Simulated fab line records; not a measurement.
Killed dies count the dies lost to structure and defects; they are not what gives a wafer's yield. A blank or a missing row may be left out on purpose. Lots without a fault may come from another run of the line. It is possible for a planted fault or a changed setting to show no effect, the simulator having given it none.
fab line records ; flow sky130 ; part 1 of 2: steps 1 to 28 of 37
[record] lots = 5; wafers = 15; lastDay = 49
route steps=708 shown METAL1@442 VIA1@458
lots that met no fault: from a run of the same line without faults
startH: the number of hours between the record's first day and the start of the first shown wafer of the lot ; waitH: hours elapsed since this lot's preceding step ; " the same as in the row above ; L1.1+2: a single row standing in for several wafers ; - no value present, or no start provided ; * or withheld: withheld ; < > ~ a bound
route shown NAME@n: a module of which the file shows steps, and the number in the route of the first ; usual: mean/standard deviation taken from wafers without a fault ; same: alike in all rows ; chamber/n: place in a boat ; sites: each site's reading ; _std_site: how widely they spread, as a standard deviation ; _edge_site: outer sites' mean less inner sites' ; radiusMm: how far each site lies from the wafer's centre ; mask NAME#n: copy n ; behind: the most recent tool/chamber to have shaped the wafer ; hold: why the lot was held/for how many hours/how that ended ; device: the transistor (n, p or np) that didn't switch ; end of line: the tests these same wafers got at the end of their route ; step lacking rows: just its recipe ; killed: dies lost to structure and defects at the first sort, not the wafer's yield ; map: a wafer's dies, marking killed ones x, the rest . and places with no die _
set.NAME: the setting that was run; set.NAME@STEP: the one run at that earlier step ; model.NAME: the simulator's own value behind a step, which no gauge read
a table for each step, a row for each wafer; lots at some steps of the route
services: a tool's chamber out of use, with start hour (startH, from the record's first day; less than 0 if before it), hours out, and reason
[[steps]]
[step SKY_METAL1_HMDS_08]
[recipe] primeTimeS = 60; primeTempC = 120
lot.wafer;tool;chamber;startH;waitH
L074.3+4+6;lithoTrack-01;0;744.73;0.1
L076.3+5+6;lithoTrack-02;0;768.80;0.1
L079.1+3+6;lithoTrack-01;0;786.88;0.1
L085.2+3+4;lithoTrack-04;0;847.29;0.1
L093.1+4+5;lithoTrack-02;0;891.95;0.1
[step SKY_METAL1_COAT_09]
[recipe] resist = BARC; tempC = withheld; timeS = withheld; spinRpm = 3000; resistThkNm = 60
[usual] spinSpeedRpm = 3000.5/2
lot.wafer;tool;chamber;startH;waitH;spinSpeedRpm
L074.3;lithoTrack-01;0;744.88;0.1;3001.6
L074.4;lithoTrack-01;0;744.88;0.1;3001.3
L074.6;lithoTrack-01;0;744.88;0.1;3001.2
L076.3;lithoTrack-02;0;768.95;0.1;2999.3
L076.5;lithoTrack-02;0;768.95;0.1;2999.8
L076.6;lithoTrack-02;0;768.95;0.1;3000.6
L079.1;lithoTrack-01;0;787.03;0.1;3002.8
L079.3;lithoTrack-01;0;787.03;0.1;3002.6
L079.6;lithoTrack-01;0;787.03;0.1;3001.0
L085.2;lithoTrack-04;0;847.44;0.1;2999.4
L085.3;lithoTrack-04;0;847.44;0.1;3001.5
L085.4;lithoTrack-04;0;847.44;0.1;3002.3
L093.1;lithoTrack-02;0;892.10;0.1;2998.8
L093.4;lithoTrack-02;0;892.10;0.1;3003.9
L093.5;lithoTrack-02;0;892.10;0.1;2997.6
[step SKY_METAL1_COAT_10]
[recipe] resist = KrF-thick; spinRpm = 3000; resistThkNm = 450
[usual] spinSpeedRpm = 3000.0/2.2
lot.wafer;tool;chamber;startH;waitH;spinSpeedRpm
L074.3;lithoTrack-01;0;-;-;3001.9
L074.4;lithoTrack-01;0;-;-;3000.1
L074.6;lithoTrack-01;0;-;-;2999.0
L076.3;lithoTrack-02;0;-;-;3001.0
L076.5;lithoTrack-02;0;-;-;2999.7
L076.6;lithoTrack-02;0;-;-;3001.2
L079.1;lithoTrack-01;0;-;-;2996.9
L079.3;lithoTrack-01;0;-;-;2999.6
L079.6;lithoTrack-01;0;-;-;3000.2
L085.2;lithoTrack-04;0;-;-;2998.7
L085.3;lithoTrack-04;0;-;-;2998.5
L085.4;lithoTrack-04;0;-;-;3001.3
L093.1;lithoTrack-02;0;-;-;3000.5
L093.4;lithoTrack-02;0;-;-;3003.1
L093.5;lithoTrack-02;0;-;-;3001.1
[step SKY_METAL1_SOFTBAKE_11]
[recipe] tempC = 100; timeS = 90; resist = KrF-thick
lot.wafer;tool;chamber;startH;waitH
L074.3+4+6;lithoTrack-01;0;-;-
L076.3+5+6;lithoTrack-02;0;-;-
L079.1+3+6;lithoTrack-01;0;-;-
L085.2+3+4;lithoTrack-04;0;-;-
L093.1+4+5;lithoTrack-02;0;-;-
[step SKY_METAL1_EXPOSE_12]
[recipe] maskId = MM1; na = 0.8; sourceShape = annular; sigmaInner = 0.55; sigmaOuter = 0.85; targetCdNm = 140; doseMj = 28
[usual] reticleTempC = 23.00/0.085
[same] sigmaOuter = 0.85
lot.wafer;tool;chamber;startH;waitH;mask;reticleTempC
L074.3;krfScanner-01;0;-;-;MM1#0;22.84
L074.4;krfScanner-01;0;-;-;MM1#0;23.13
L074.6;krfScanner-01;0;-;-;MM1#0;22.88
L076.3;krfScanner-01;0;-;-;MM1#0;22.97
L076.5;krfScanner-01;0;-;-;MM1#0;22.87
L076.6;krfScanner-01;0;-;-;MM1#0;22.93
L079.1;krfScanner-01;0;-;-;MM1#0;23.03
L079.3;krfScanner-01;0;-;-;MM1#0;23.00
L079.6;krfScanner-01;0;-;-;MM1#0;23.01
L085.2;krfScanner-02;0;-;-;MM1#0;22.95
L085.3;krfScanner-02;0;-;-;MM1#0;23.10
L085.4;krfScanner-02;0;-;-;MM1#0;22.91
L093.1;krfScanner-01;0;-;-;MM1#0;23.01
L093.4;krfScanner-01;0;-;-;MM1#0;23.12
L093.5;krfScanner-01;0;-;-;MM1#0;23.12
[step SKY_METAL1_PEB_13]
[recipe] pebTempC = withheld; pebTimeS = withheld; resist = KrF-thick
lot.wafer;tool;chamber;startH;waitH
L074.3+4+6;lithoTrack-04;0;-;-
L076.3+5+6;lithoTrack-02;0;-;-
L079.1+3+6;lithoTrack-04;0;-;-
L085.2+3+4;lithoTrack-01;0;-;-
L093.1+4+5;lithoTrack-04;0;-;-
[step SKY_METAL1_DEVELOP_14]
[recipe] developTimeS = 60; resist = KrF-thick; devTempC = 21
[usual] developerTempC = 21.00/0.11
lot.wafer;tool;chamber;startH;waitH;developerTempC
L074.3;lithoTrack-04;0;-;-;21.12
L074.4;lithoTrack-04;0;-;-;21.01
L074.6;lithoTrack-04;0;-;-;20.94
L076.3;lithoTrack-02;0;-;-;21.05
L076.5;lithoTrack-02;0;-;-;21.07
L076.6;lithoTrack-02;0;-;-;21.09
L079.1;lithoTrack-04;0;-;-;20.92
L079.3;lithoTrack-04;0;-;-;20.91
L079.6;lithoTrack-04;0;-;-;20.93
L085.2;lithoTrack-01;0;-;-;21.16
L085.3;lithoTrack-01;0;-;-;20.90
L085.4;lithoTrack-01;0;-;-;20.95
L093.1;lithoTrack-04;0;-;-;21.05
L093.4;lithoTrack-04;0;-;-;20.99
L093.5;lithoTrack-04;0;-;-;21.07
[step SKY_METAL1_CD_MEAS_15]
[recipe] targetCdNm = 140
[usual] cdNm = 139.6/1.6
lot.wafer;tool;chamber;startH;waitH;cdNm
L074.3;cdSem-01;-;758.45;-;140.2
L074.4;cdSem-01;-;758.45;-;139.7
L074.6;cdSem-01;-;758.45;-;141.1
L076.3;cdSem-02;-;782.64;-;142.1
L076.5;cdSem-02;-;782.64;-;141.5
L076.6;cdSem-02;-;782.64;-;141.5
L079.1;cdSem-01;-;800.26;-;138.1
L079.3;cdSem-01;-;800.26;-;139.1
L079.6;cdSem-01;-;800.26;-;139.1
L085.2;cdSem-01;-;861.96;-;139.8
L085.3;cdSem-01;-;861.96;-;138.3
L085.4;cdSem-01;-;861.96;-;139.4
L093.1;cdSem-01;-;904.36;-;139.2
L093.4;cdSem-01;-;904.36;-;139.4
L093.5;cdSem-01;-;904.36;-;137.8
[step SKY_METAL1_OVL_MEAS_16]
[usual] METAL1_OVL = 3/5.2
lot.wafer;tool;chamber;startH;waitH;METAL1_OVL[nm]
L074.3;overlay-02;-;758.56;0.1;8
L074.4;overlay-02;-;758.56;0.1;8
L074.6;overlay-02;-;758.56;0.1;12
L076.3;overlay-02;-;782.73;0.1;3
L076.5;overlay-02;-;782.73;0.1;6
L076.6;overlay-02;-;782.73;0.1;3
L079.1;overlay-02;-;800.38;0.1;4
L079.3;overlay-02;-;800.38;0.1;13
L079.6;overlay-02;-;800.38;0.1;7
L085.2;overlay-01;-;862.06;0.1;2
L085.3;overlay-01;-;862.06;0.1;7
L085.4;overlay-01;-;862.06;0.1;6
L093.1;overlay-01;-;904.48;0.1;2
L093.4;overlay-01;-;904.48;0.1;10
L093.5;overlay-01;-;904.48;0.1;11
[step SKY_METAL1_DESCUM_17]
[recipe] chemistry = O2; sourcePowerW = 150; biasPowerW = 0; pressureMtorr = 10; tempC = 40; timeS = 8
[usual] chamberPressureMTorr = 10.000/0.0087; drypumpMotorCurrentA = 5.7/0.37; oesProductAu = 0.998/0.0088
lot.wafer;tool;chamber;startH;waitH;chamberPressureMTorr;drypumpMotorCurrentA;oesProductAu;rfHoursCounterH
L074.3;rieMetal-01;0;758.60;0.0;9.988;5.8;1.003;-
L074.4;rieMetal-01;0;758.60;0.0;9.994;5.8;1.004;-
L074.6;rieMetal-01;0;758.60;0.0;9.995;5.8;1.012;-
L076.3;rieMetal-04;0;782.77;0.0;10.001;6.2;0.988;-
L076.5;rieMetal-04;0;782.77;0.0;10.008;6.2;1.000;-
L076.6;rieMetal-04;1;782.77;0.0;10.006;5.1;0.988;-
L079.1;rieMetal-01;0;800.42;0.0;9.996;5.8;1.015;13
L079.3;rieMetal-01;1;800.42;0.0;10.001;5.3;0.993;-
L079.6;rieMetal-01;0;800.42;0.0;10.011;5.8;1.012;-
L085.2;rieMetal-03;0;862.09;0.0;10.009;5.9;0.997;17
L085.3;rieMetal-03;1;862.09;0.0;10.004;6.0;0.987;-
L085.4;rieMetal-03;0;862.09;0.0;9.994;5.9;0.997;-
L093.1;rieMetal-04;1;904.52;0.0;9.998;5.1;1.005;10
L093.4;rieMetal-04;1;904.52;0.0;9.997;5.2;1.001;-
L093.5;rieMetal-04;1;904.52;0.0;9.999;5.2;1.004;-
[step SKY_METAL1_ETCH_18]
[recipe] chemistry = N2/H2; target = BARC; ionEnergyEv = 200; biasW = 100; pressureMtorr = 30; n2FlowSccm = 100; h2FlowSccm = 200; icpW = 500; stopOn = SiO2; timeS = 45.9; targetDepthA = 600
[usual] chamberPressureMTorr = 30.003/0.026; drypumpMotorCurrentA = 5.7/0.37; oesProductAu = 0.854/0.005; throttleValvePct = 13.225/0.0096
lot.wafer;tool;chamber;startH;waitH;chamberPressureMTorr;drypumpMotorCurrentA;oesProductAu;rfHoursCounterH;throttleValvePct
L074.3;rieMetal-01;0;758.69;0.1;29.967;5.8;0.860;-;13.215
L074.4;rieMetal-01;0;758.69;0.1;30.003;5.8;0.862;-;13.215
L074.6;rieMetal-01;0;758.69;0.1;30.028;5.8;0.857;-;13.227
L076.3;rieMetal-04;0;782.81;0.0;30.040;6.2;0.852;-;13.220
L076.5;rieMetal-04;0;782.81;0.0;30.004;6.2;0.846;-;13.237
L076.6;rieMetal-04;1;782.81;0.0;29.993;5.1;0.845;-;13.207
L079.1;rieMetal-01;0;800.45;0.0;29.993;5.8;0.850;13;13.234
L079.3;rieMetal-01;1;800.45;0.0;30.001;5.3;0.856;-;13.221
L079.6;rieMetal-01;0;800.45;0.0;30.001;5.8;0.861;-;13.223
L085.2;rieMetal-03;0;862.12;0.0;30.004;5.9;0.850;17;13.235
L085.3;rieMetal-03;1;862.12;0.0;30.029;6.0;0.849;-;13.215
L085.4;rieMetal-03;0;862.12;0.0;30.002;5.9;0.851;-;13.204
L093.1;rieMetal-04;1;904.55;0.0;29.984;5.1;0.854;10;13.216
L093.4;rieMetal-04;1;904.55;0.0;30.018;5.2;0.856;-;13.215
L093.5;rieMetal-04;1;904.55;0.0;30.010;5.1;0.853;-;13.234
[step SKY_METAL1_METAL_ETCH_19]
[recipe] targetDepthA = 3600; stopOn = SiO2; overEtchFrac = 0.3; timeS = 78; chemistry = Cl2/BCl3; resistSidewallDeg = 88; pressureMtorr = 10; icpW = 900; biasW = 48.5; Cl2_flow_sccm = 60; bcl3FlowSccm = 30
[usual] chamberPressureMTorr = 10.001/0.009; drypumpMotorCurrentA = 5.7/0.37; oesProductAu = 0.854/0.006; throttleValvePct = 22.265/0.0096
lot.wafer;tool;chamber;startH;waitH;chamberPressureMTorr;drypumpMotorCurrentA;oesProductAu;rfHoursCounterH;throttleValvePct
L074.3;rieMetal-01;0;758.83;0.1;10.009;5.8;0.842;-;22.263
L074.4;rieMetal-01;0;758.83;0.1;10.003;5.8;0.841;-;22.263
L074.6;rieMetal-01;0;758.83;0.1;10.002;5.8;0.851;-;22.267
L076.3;rieMetal-04;0;782.88;0.1;9.998;6.2;0.865;-;22.244
L076.5;rieMetal-04;0;782.88;0.1;9.988;6.2;0.849;-;22.266
L076.6;rieMetal-04;1;782.88;0.1;9.993;5.1;0.851;-;22.272
L079.1;rieMetal-01;0;800.51;0.0;10.009;5.8;0.847;13;22.251
L079.3;rieMetal-01;1;800.51;0.0;10.001;5.3;0.852;-;22.285
L079.6;rieMetal-01;0;800.51;0.0;9.982;5.8;0.855;-;22.262
L085.2;rieMetal-03;0;862.19;0.0;10.024;5.9;0.850;17;22.278
L085.3;rieMetal-03;1;862.19;0.0;10.008;6.0;0.859;-;22.268
L085.4;rieMetal-03;0;862.19;0.0;9.986;5.9;0.850;-;22.252
L093.1;rieMetal-04;1;904.62;0.0;9.999;5.2;0.855;10;22.252
L093.4;rieMetal-04;1;904.62;0.0;9.998;5.2;0.848;-;22.269
L093.5;rieMetal-04;1;904.62;0.0;10.006;5.1;0.850;-;22.272
[step SKY_METAL1_STRIP_20]
[recipe] chemistry = O2/N2; powerW = 1400; pressureMtorr = 1500; platenTempC = withheld; o2FlowSccm = 3000; n2FlowSccm = 300; overashFraction = 0.5
[usual] chamberPressureMTorr = 1499.9/1.3; drypumpMotorCurrentA = 5.7/0.45; oesProductAu = 0.343/0.0051; stripTimeToEndpointS = 2.71/0.035
lot.wafer;tool;chamber;startH;waitH;chamberPressureMTorr;drypumpMotorCurrentA;oesProductAu;rfHoursCounterH;stripTimeToEndpointS
L074.3;plasmaAsher-03;1;758.98;0.1;1499.9;5.9;0.338;-;2.68
L074.4;plasmaAsher-03;0;758.98;0.1;1500.6;5.0;0.340;-;2.69
L074.6;plasmaAsher-03;0;758.98;0.1;1499.2;4.9;0.354;-;2.69
L076.3;plasmaAsher-01;1;782.98;0.1;1500.7;6.1;0.349;-;2.68
L076.5;plasmaAsher-01;0;782.98;0.1;1500.4;5.7;0.341;-;2.69
L076.6;plasmaAsher-01;1;782.98;0.1;1500.0;6.1;0.345;-;2.69
L079.1;plasmaAsher-03;1;800.60;0.1;1498.8;5.9;0.344;95;2.68
L079.3;plasmaAsher-03;0;800.60;0.1;1499.3;5.0;0.341;-;2.74
L079.6;plasmaAsher-03;0;800.60;0.1;1499.5;5.0;0.342;-;2.66
L085.2;plasmaAsher-03;0;862.28;0.1;1500.3;4.9;0.347;101;2.68
L085.3;plasmaAsher-03;1;862.28;0.1;1500.1;5.9;0.338;-;2.76
L085.4;plasmaAsher-03;0;862.28;0.1;1497.9;5.0;0.336;-;2.70
L093.1;plasmaAsher-01;0;904.71;0.1;1499.6;5.7;0.342;16;2.72
L093.4;plasmaAsher-01;1;904.71;0.1;1501.7;6.1;0.345;-;2.74
L093.5;plasmaAsher-01;0;904.71;0.1;1501.2;5.7;0.339;-;2.75
[step SKY_METAL1_STRIP_21]
[recipe] chemistry = postEtchResidueRemover; timeS = 1200; tempC = 72.5
lot.wafer;tool;chamber;startH;waitH
L074.3+4+6;wetBench-04;0;759.05;0.0
L076.3+5+6;wetBench-04;3;783.04;0.0
L079.1+3+6;wetBench-01;1;800.70;0.1
L085.2+3+4;wetBench-04;0;862.38;0.1
L093.1+4+5;wetBench-04;1;904.81;0.1
[step SKY_METAL1_CLEAN_22]
[recipe] chemistry = IPA; timeS = 180; tempC = 25
lot.wafer;tool;chamber;startH;waitH
L074.3+4+6;wetBench-01;2;759.39;0.0
L076.3+5+6;wetBench-01;1;783.41;0.0
L079.1+3+6;wetBench-03;0;801.05;0.0
L085.2+3+4;wetBench-01;3;862.72;0.0
L093.1+4+5;wetBench-01;1;905.15;0.0
[step SKY_METAL1_CLEAN_23]
[recipe] chemistry = O3/DIW; dry = n2Spin
lot.wafer;tool;chamber;startH;waitH
L074.3+4+6;wetBench-01;1;759.46;0.0
L076.3+5+6;wetBench-03;0;783.47;0.0
L079.1+3+6;wetBench-04;3;801.10;0.0
L085.2+3+4;wetBench-03;3;862.78;0.0
L093.1+4+5;wetBench-03;1;905.27;0.0
[step SKY_VIA1_HDPCVD_00]
[recipe] material = SiO2; targetThkNm = 1030; sigmaOpenFrac = 0.3; timeS = 171.7; tempC = 400; sih4FlowSccm = 60; pressureMtorr = 6
lot.wafer;tool;chamber;startH;waitH
L074.3+4+6;hdpcvd-01;1,0,1;759.56;0.0
L076.3+5+6;hdpcvd-02;1,1,0;783.59;0.0
L079.1+3+6;hdpcvd-02;0,2,1;801.20;0.0
L085.2+3+4;hdpcvd-01;1,2,1;862.87;0.0
L093.1+4+5;hdpcvd-01;1,2,1;905.37;0.0
[step SKY_VIA1_THK_MEAS_01]
[recipe] reads = SiO2_of_VIA1_HDPCVD_00
[usual] VIA1_HDPCVD_THK = 1036/12
lot.wafer;tool;chamber;startH;waitH;VIA1_HDPCVD_THK[nm]
L074.3;filmMetro-01;-;759.69;0.1;1030
L074.4;filmMetro-01;-;759.69;0.1;1030
L074.6;filmMetro-01;-;759.69;0.1;1026
L076.3;filmMetro-04;-;783.72;0.1;1034
L076.5;filmMetro-04;-;783.72;0.1;1036
L076.6;filmMetro-04;-;783.72;0.1;1025
L079.1;filmMetro-04;-;801.31;0.1;1012
L079.3;filmMetro-04;-;801.31;0.1;1019
L079.6;filmMetro-04;-;801.31;0.1;1025
L085.2;filmMetro-01;-;862.99;0.1;1050
L085.3;filmMetro-01;-;862.99;0.1;1032
L085.4;filmMetro-01;-;862.99;0.1;1042
L093.1;filmMetro-01;-;905.48;0.1;1067
L093.4;filmMetro-01;-;905.48;0.1;1042
L093.5;filmMetro-01;-;905.48;0.1;1050
[step SKY_VIA1_CMP_02]
[recipe] material = SiO2; downForcePsi = 4; platenRpm = 60; padVelocityMS = 0.94248
[usual] motorCurrentA = 12.3/0.99; retainingRingPressureFrac = 1.000/0.0048
lot.wafer;tool;chamber;startH;waitH;motorCurrentA;retainingRingPressureFrac
L074.4;cmp-02;2;759.78;0.1;13.1;1.004
L074.3;cmp-02;3;759.78;0.1;12.3;1.005
L074.6;cmp-02;1;759.78;0.1;13.1;1.008
L076.3;cmp-02;0;783.91;0.2;11.5;0.998
L076.6;cmp-02;1;783.91;0.2;13.1;1.002
L076.5;cmp-02;2;783.91;0.2;12.8;1.006
L079.3;cmp-01;2;801.37;0.0;11.3;0.997
L079.1;cmp-01;0;801.37;0.0;12.6;1.002
L079.6;cmp-01;2;801.37;0.0;10.6;1.001
L085.3;cmp-01;0;863.09;0.1;12.7;0.995
L085.2;cmp-01;1;863.09;0.1;10.6;1.001
L085.4;cmp-01;2;863.09;0.1;11.0;0.998
L093.1;cmp-02;2;905.54;0.1;13.3;1.004
L093.4;cmp-02;1;905.54;0.1;13.5;0.999
L093.5;cmp-02;3;905.54;0.1;12.5;1.002
[step SKY_VIA1_BOW_MEAS_03]
[recipe] mode = bow
[usual] VIA1_BOW = 81/6.8
lot.wafer;tool;chamber;startH;waitH;VIA1_BOW[um]
L074.3;filmMetro-01;-;760.07;0.2;92
L074.4;filmMetro-01;-;760.07;0.2;76
L074.6;filmMetro-01;-;760.07;0.2;95
L076.3;filmMetro-01;-;784.10;0.1;83
L076.5;filmMetro-01;-;784.10;0.1;83
L076.6;filmMetro-01;-;784.10;0.1;66
L079.1;filmMetro-01;-;801.67;0.1;82
L079.3;filmMetro-01;-;801.67;0.1;95
L079.6;filmMetro-01;-;801.67;0.1;87
L085.2;filmMetro-02;-;863.36;0.2;80
L085.3;filmMetro-02;-;863.36;0.2;86
L085.4;filmMetro-02;-;863.36;0.2;69
L093.1;filmMetro-02;-;905.84;0.2;79
L093.4;filmMetro-02;-;905.84;0.2;85
L093.5;filmMetro-02;-;905.84;0.2;73
[step SKY_VIA1_DEHYDRATE_04]
[recipe] tempC = 200; timeS = 60
lot.wafer;tool;chamber;startH;waitH
L074.3+4+6;lithoTrack-02;0;772.60;12.5
L076.3+5+6;lithoTrack-01;0;796.63;12.5
L079.1+3+6;lithoTrack-02;0;813.10;11.4
L085.2+3+4;lithoTrack-03;0;874.73;11.4
L093.1+4+5;lithoTrack-01;0;917.99;12.1
[step SKY_VIA1_HMDS_05]
[recipe] primeTimeS = 60; primeTempC = 120
lot.wafer;tool;chamber;startH;waitH
L074.3+4+6;lithoTrack-02;0;772.75;0.1
L076.3+5+6;lithoTrack-01;0;796.78;0.1
L079.1+3+6;lithoTrack-02;0;813.25;0.1
L085.2+3+4;lithoTrack-03;0;874.88;0.1
L093.1+4+5;lithoTrack-01;0;918.14;0.1
[step SKY_VIA1_COAT_06]
[recipe] resist = BARC; tempC = withheld; timeS = withheld; spinRpm = 3000; resistThkNm = 60
[usual] spinSpeedRpm = 2999.8/2.2
lot.wafer;tool;chamber;startH;waitH;spinSpeedRpm
L074.3;lithoTrack-02;0;772.90;0.1;3002.5
L074.4;lithoTrack-02;0;772.90;0.1;3000.4
L074.6;lithoTrack-02;0;772.90;0.1;2999.4
L076.3;lithoTrack-01;0;796.93;0.1;2999.0
L076.5;lithoTrack-01;0;796.93;0.1;3000.9
L076.6;lithoTrack-01;0;796.93;0.1;2996.1
L079.1;lithoTrack-02;0;813.40;0.1;2998.6
L079.3;lithoTrack-02;0;813.40;0.1;3001.5
L079.6;lithoTrack-02;0;813.40;0.1;3000.4
L085.2;lithoTrack-03;0;875.03;0.1;3000.7
L085.3;lithoTrack-03;0;875.03;0.1;2998.7
L085.4;lithoTrack-03;0;875.03;0.1;3000.0
L093.1;lithoTrack-01;0;918.29;0.1;2999.4
L093.4;lithoTrack-01;0;918.29;0.1;2996.9
L093.5;lithoTrack-01;0;918.29;0.1;3001.4
[step SKY_VIA1_COAT_07]
[recipe] resist = KrF-thick; spinRpm = 3000; resistThkNm = 450
[usual] spinSpeedRpm = 2999.9/2.1
lot.wafer;tool;chamber;startH;waitH;spinSpeedRpm
L074.3;lithoTrack-02;0;-;-;3003.6
L074.4;lithoTrack-02;0;-;-;3000.5
L074.6;lithoTrack-02;0;-;-;2998.8
L076.3;lithoTrack-01;0;-;-;3002.3
L076.5;lithoTrack-01;0;-;-;3000.9
L076.6;lithoTrack-01;0;-;-;2998.8
L079.1;lithoTrack-02;0;-;-;3003.9
L079.3;lithoTrack-02;0;-;-;3001.1
L079.6;lithoTrack-02;0;-;-;3001.7
L085.2;lithoTrack-03;0;-;-;3001.4
L085.3;lithoTrack-03;0;-;-;3000.1
L085.4;lithoTrack-03;0;-;-;2999.6
L093.1;lithoTrack-01;0;-;-;2997.1
L093.4;lithoTrack-01;0;-;-;2998.4
L093.5;lithoTrack-01;0;-;-;2998.9
[step SKY_VIA1_SOFTBAKE_08]
[recipe] tempC = 100; timeS = 90; resist = KrF-thick
lot.wafer;tool;chamber;startH;waitH
L074.3+4+6;lithoTrack-02;0;-;-
L076.3+5+6;lithoTrack-01;0;-;-
L079.1+3+6;lithoTrack-02;0;-;-
L085.2+3+4;lithoTrack-03;0;-;-
L093.1+4+5;lithoTrack-01;0;-;-
[step SKY_VIA1_EXPOSE_09]
[recipe] maskId = VIM; na = 0.8; sourceShape = annular; sigmaInner = 0.55; sigmaOuter = 0.85; targetCdNm = 150; doseMj = 38
[usual] reticleTempC = 23.01/0.1
[same] sigmaOuter = 0.85
lot.wafer;tool;chamber;startH;waitH;mask;reticleTempC
L074.3;krfScanner-02;0;-;-;VIM#0;22.75
L074.4;krfScanner-02;0;-;-;VIM#0;22.93
L074.6;krfScanner-02;0;-;-;VIM#0;22.86
L076.3;krfScanner-02;0;-;-;VIM#0;23.00
L076.5;krfScanner-02;0;-;-;VIM#0;23.14
L076.6;krfScanner-02;0;-;-;VIM#0;23.11
L079.1;krfScanner-01;0;-;-;VIM#0;22.97
L079.3;krfScanner-01;0;-;-;VIM#0;22.97
L079.6;krfScanner-01;0;-;-;VIM#0;23.03
L085.2;krfScanner-01;0;-;-;VIM#0;22.89
L085.3;krfScanner-01;0;-;-;VIM#0;22.93
L085.4;krfScanner-01;0;-;-;VIM#0;22.93
L093.1;krfScanner-02;0;-;-;VIM#0;23.00
L093.4;krfScanner-02;0;-;-;VIM#0;23.18
L093.5;krfScanner-02;0;-;-;VIM#0;22.94
[step SKY_VIA1_PEB_10]
[recipe] pebTempC = withheld; pebTimeS = withheld; resist = KrF-thick
lot.wafer;tool;chamber;startH;waitH
L074.3+4+6;lithoTrack-01;0;-;-
L076.3+5+6;lithoTrack-03;0;-;-
L079.1+3+6;lithoTrack-02;0;-;-
L085.2+3+4;lithoTrack-03;0;-;-
L093.1+4+5;lithoTrack-01;0;-;-
[step SKY_VIA1_DEVELOP_11]
[recipe] developTimeS = 60; resist = KrF-thick; devTempC = 21
[usual] developerTempC = 21.00/0.1
lot.wafer;tool;chamber;startH;waitH;developerTempC
L074.3;lithoTrack-01;0;-;-;21.15
L074.4;lithoTrack-01;0;-;-;21.07
L074.6;lithoTrack-01;0;-;-;21.11
L076.3;lithoTrack-03;0;-;-;21.26
L076.5;lithoTrack-03;0;-;-;21.12
L076.6;lithoTrack-03;0;-;-;21.19
L079.1;lithoTrack-02;0;-;-;21.08
L079.3;lithoTrack-02;0;-;-;21.06
L079.6;lithoTrack-02;0;-;-;20.95
L085.2;lithoTrack-03;0;-;-;20.88
L085.3;lithoTrack-03;0;-;-;20.94
L085.4;lithoTrack-03;0;-;-;20.92
L093.1;lithoTrack-01;0;-;-;20.89
L093.4;lithoTrack-01;0;-;-;20.90
L093.5;lithoTrack-01;0;-;-;21.04
